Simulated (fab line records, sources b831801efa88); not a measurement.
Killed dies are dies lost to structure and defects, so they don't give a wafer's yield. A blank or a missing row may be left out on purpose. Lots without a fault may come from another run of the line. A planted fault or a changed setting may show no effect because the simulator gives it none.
One fault seen from 2 desks | flow sky130 | each desk has only its own numbers; what lay behind them comes last

THE TOOL OWNER'S DESK: litho_track-03
The tool's own readings at SKY_METAL2_SOFTBAKE_11 (time 90 s): means of the sampled wafers that have a number, for each lot that ran on this tool. A lot is out of limits, marked OUT, if its mean lies more than 4 standard deviations from the usual mean; the brackets give that distance.
Columns: A = heater_power_total_W at SKY_METAL2_SOFTBAKE_11, usual 57.36 W; B = run_length_s at SKY_METAL2_SOFTBAKE_11, usual 119.21 s
lot  | first seen here | A               | B
L966 | day 37 14:00    | 57.36           | 119.29
L967 | day 37 18:00    | 60.11 (+21) OUT | 106.90 (-62) OUT
L968 | day 38 03:00    | 59.99 (+20) OUT | 106.95 (-61) OUT
L980 | day 41 14:00    | 57.38           | 119.36
This desk's finding: out of limits on L967, L968; first on L967, day 37 18:00 (heater_power_total_W at SKY_METAL2_SOFTBAKE_11). In limits: L966, L980.

THE METROLOGY DESK
What the gauges read, lot by lot, whatever tool the lot ran on: means of the sampled wafers that have a number. A lot is out of limits, marked OUT, if its mean lies more than 4 standard deviations from the usual mean; the brackets give that distance.
Columns: A = VIA1_BOW at SKY_VIA1_BOW_MEAS_03, usual 80 um; B = VIA1_W_RS at SKY_VIA1_RS_MEAS_22, usual 0.425 ohm/sq
lot  | first seen here | A  | B
L957 | day 32 20:42    | 80 | 0.420
L958 | day 33 14:07    | 73 | 0.422
L959 | day 33 17:12    | 82 | 0.426
L960 | day 33 22:08    | 87 | 0.432
L961 | day 34 03:46    | 78 | 0.430
L966 | day 35 21:55    | 80 | 0.430
L967 | day 36 02:14    | 73 | 0.423
L968 | day 36 10:37    | 71 | 0.425
L971 | day 37 17:22    | 86 | 0.418
L972 | day 38 01:59    | 77 | 0.420
L975 | day 38 15:16    | 93 | 0.424
L980 | day 39 23:38    | 77 | 0.428
This desk's finding: nothing out of limits on any of the 12 lots.

PUT TOGETHER
The tool owner's desk could have raised an alarm at day 37 18:00, on L967, L968.
The metrology desk saw nothing out of limits.
The metrology desk has L967, L968 on record, within its limits.
Of the lots named, all ran SKY_METAL2_SOFTBAKE_11 on litho_track-03.

WHAT THE SIMULATOR HAD PUT IN
Process parameter drift: litho_track-03, from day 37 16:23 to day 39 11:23, at SKY_METAL2_SOFTBAKE_11. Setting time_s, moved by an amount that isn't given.
Lots struck among those shown: L967, L968.
Hours from the fault's start to each desk's first reading out of limits: the tool owner's desk, 2.
